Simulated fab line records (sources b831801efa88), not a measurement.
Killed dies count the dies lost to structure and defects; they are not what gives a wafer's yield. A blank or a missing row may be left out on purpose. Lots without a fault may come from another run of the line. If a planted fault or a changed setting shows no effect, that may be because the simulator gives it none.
Which tool did it? ; flow sky130 ; 13 lots, 39 wafers sampled, at 5 steps of a route of 708

## WHAT THE GAUGES SHOWED, per wafer
SKY_FIELD_ISO_BOW_MEAS_00.
lot;measured;on;INCOMING_BOW (um)
L589;day 1 10:00;filmMetro-01;4 -5 11
L591;day 1 20:00;filmMetro-03;5 7 0
L592;day 2 01:01;filmMetro-01;1 9 4
L594;day 2 11:02;filmMetro-02;1 6 5
L596;day 2 21:02;filmMetro-03;5 5 12
L602;day 4 03:01;filmMetro-01;-2 6 0
L605;day 4 18:01;filmMetro-03;8 4 1
L606;day 4 23:01;filmMetro-03;0 6 5
L607;day 5 04:04;filmMetro-01;-10 2 8
L608;day 5 09:00;filmMetro-03;2 0 5
L609;day 5 14:01;filmMetro-03;9 -7 13
L610;day 5 19:04;filmMetro-03;7 10 0
L611;day 6 00:01;filmMetro-03;12 -4 -4

SKY_VT_ADJUST_LVTN_TW_MEAS_21.
lot;measured;on;VT_ADJUST_LVTN_2_TW
L589;day 7 11:28;filmMetro-01;190.8 190.4 190.3
L591;day 8 07:34;filmMetro-04;190.3 188.8 190.1
L592;day 8 14:08;filmMetro-04;189.8 189.9 188.8
L594;day 9 03:59;filmMetro-03;188.2 188.0 187.1
L596;day 9 12:23;filmMetro-01;190.7 191.3 191.6
L602;day 11 11:40;filmMetro-04;188.7 187.8 189.5
L605;day 12 04:52;filmMetro-04;104.3 103.9 104.3 104.3 104.6 104.3
L606;day 12 11:19;filmMetro-03;103.3 104.5 103.5 104.9 104.4 103.6
L607;day 12 16:53;filmMetro-04;188.9 189.2 188.8
L608;day 13 00:58;filmMetro-01;192.1 191.9 192.4
L609;day 13 05:43;filmMetro-04;188.5 190.2 189.4
L610;day 13 11:33;filmMetro-03;188.0 187.8 187.6
L611;day 14 02:10;filmMetro-03;186.7 188.1 188.4

SKY_SONOS_ONO_THK_MEAS_03.
lot;measured;on;SONOS_ONO_CVD_02_THK (nm)
L589;day 11 05:40;filmMetro-03;10.45 10.49 10.48
L591;day 12 08:14;filmMetro-02;10.70 10.60 10.70
L592;day 12 13:18;filmMetro-03;10.48 10.56 10.34
L594;day 13 09:30;filmMetro-03;10.27 10.18 10.26
L596;day 13 18:31;filmMetro-01;10.49 10.49 10.50
L602;day 15 21:50;filmMetro-01;10.51 10.65 10.54
L607;day 17 07:46;filmMetro-02;10.35 10.41 10.31
L608;day 17 16:54;filmMetro-02;10.56 10.64 10.67
L609;day 18 04:08;filmMetro-03;10.79 10.69 10.79
L610;day 18 07:14;filmMetro-03;10.44 10.41 10.45
L611;day 18 23:08;filmMetro-03;10.48 10.40 10.32

SKY_POLY_GATE_CD_MEAS_13: the cd target is 150 nm.
lot;measured;on;cdNm (nm)
L589;day 16 05:13;cdSem-02;149.8 150.8 148.9
L591;day 17 07:16;cdSem-02;149.2 150.1 150.3
L592;day 17 11:57;cdSem-02;149.8 149.7 150.3
L594;day 18 09:58;cdSem-01;151.6 151.3 151.2
L596;day 18 20:10;cdSem-02;149.1 150.0 150.0
L602;day 21 09:32;cdSem-01;149.6 147.9 149.2
L607;day 22 18:03;cdSem-02;146.9 146.8 146.8
L608;day 23 05:14;cdSem-02;149.5 149.2 149.7
L609;day 23 14:14;cdSem-02;149.5 148.6 148.5
L610;day 23 17:59;cdSem-01;150.8 151.0 151.8
L611;day 24 08:21;cdSem-01;151.5 151.5 150.5

## WHAT TOOL EACH LOT RAN ON (gives the tool, then ch and the chambers of the sampled wafers, and finally the start)
lot;SKY_VT_ADJUST_LVTN_IMPLANT_19
L589;implanter-03 ch 0, day 7 11:13
L591;implanter-04 ch 0, day 8 07:19
L592;implanter-03 ch 0, day 8 13:53
L594;implanter-03 ch 0, day 9 03:46
L596;implanter-04 ch 0, day 9 12:10
L602;implanter-04 ch 0, day 11 11:26
L605;implanter-04 ch 0, day 12 04:38
L606;implanter-04 ch 0, day 12 11:05
L607;implanter-02 ch 0, day 12 16:41
L608;implanter-02 ch 0, day 13 00:43
L609;implanter-02 ch 0, day 13 05:29
L610;implanter-03 ch 0, day 13 11:20
L611;implanter-02 ch 0, day 14 01:56
- SKY_VT_ADJUST_LVTN_IMPLANT_19

## AS READ BY THE TOOLS THEMSELVES (means over the sampled wafers that have a number; for cases with no such wafer, the mark the record gives instead)
SKY_VT_ADJUST_LVTN_IMPLANT_19.
lot;tool;doseIonsCm2;faradayCurrentUA
L589;implanter-03;6.5e+11;3.65
L591;implanter-04;6.5e+11;3.70
L592;implanter-03;6.5e+11;3.66
L594;implanter-03;6.5e+11;3.64
L596;implanter-04;6.5e+11;3.67
L602;implanter-04;6.5e+11;3.64
L605;implanter-04;6.4e+10;0.37
L606;implanter-04;6.5e+10;0.37
L607;implanter-02;6.5e+11;3.64
L608;implanter-02;6.5e+11;3.60
L609;implanter-02;6.5e+11;3.68
L610;implanter-03;6.5e+11;3.69
L611;implanter-02;6.5e+11;3.68

## THE ANSWER, worked out from the rows above alone
Rule: what is usual is taken from the lots themselves. Put in order of their means at a reading, lots are off if they are a third of the lots or fewer, leave a main group of 4 or more, and stand apart from it by a gap of 3 or more times the standard deviation of the main group's means; of several such gaps the widest counts. Not used: any main group whose means are identical at the precision the tables above print for the reading. A lot without any number at a reading at which 4 lots or more have one is off too. Where the step has rows for the other lots, those lots are counted as sound. After the gauges, taken in route order, come the tools' own readings; for these a lot's mean is taken, as printed above. At the first step where some lot is off, the reading lying furthest off is the one used; lots without a number count as furthest.
Off: L605, L606, at SKY_VT_ADJUST_LVTN_TW_MEAS_21 (VT_ADJUST_LVTN_2_TW). For the main group the mean is 189.4 and the standard deviation 1.4.
A tool fits if, at a process step before that reading, it ran every lot that is off, and no sound lot after the first of them. Not tried: the gauges at SKY_VT_ADJUST_LVTN_TW_MEAS_21; whatever is off there is also off at SKY_VT_ADJUST_LVTN_IMPLANT_19, on other tools, and gauge error can't account for it. One candidate fits, namely implanter-04 at SKY_VT_ADJUST_LVTN_IMPLANT_19. Its last sound lot is L602 (day 11 11:26), its first lot that is off L605 (day 12 04:38): a fault that began between those two fits.
The tool's own readings at SKY_VT_ADJUST_LVTN_IMPLANT_19 bear it out: on the lots that are off they differ by more than 5 times the standard deviation of the sound lots' means. doseIonsCm2 reads 6.4e+10 there against 6.5e+11 on the sound lots; faradayCurrentUA reads 0.37 there against 3.66 on the sound lots.

## WHAT HAD BEEN PUT IN BY THE SIMULATOR
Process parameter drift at SKY_VT_ADJUST_LVTN_IMPLANT_19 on implanter-04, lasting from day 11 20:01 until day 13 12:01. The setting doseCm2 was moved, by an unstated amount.
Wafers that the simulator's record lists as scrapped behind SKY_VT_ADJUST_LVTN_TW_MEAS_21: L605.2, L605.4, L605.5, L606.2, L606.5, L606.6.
Shown lots that were struck: L605, L606. This agrees with what the rule above found.
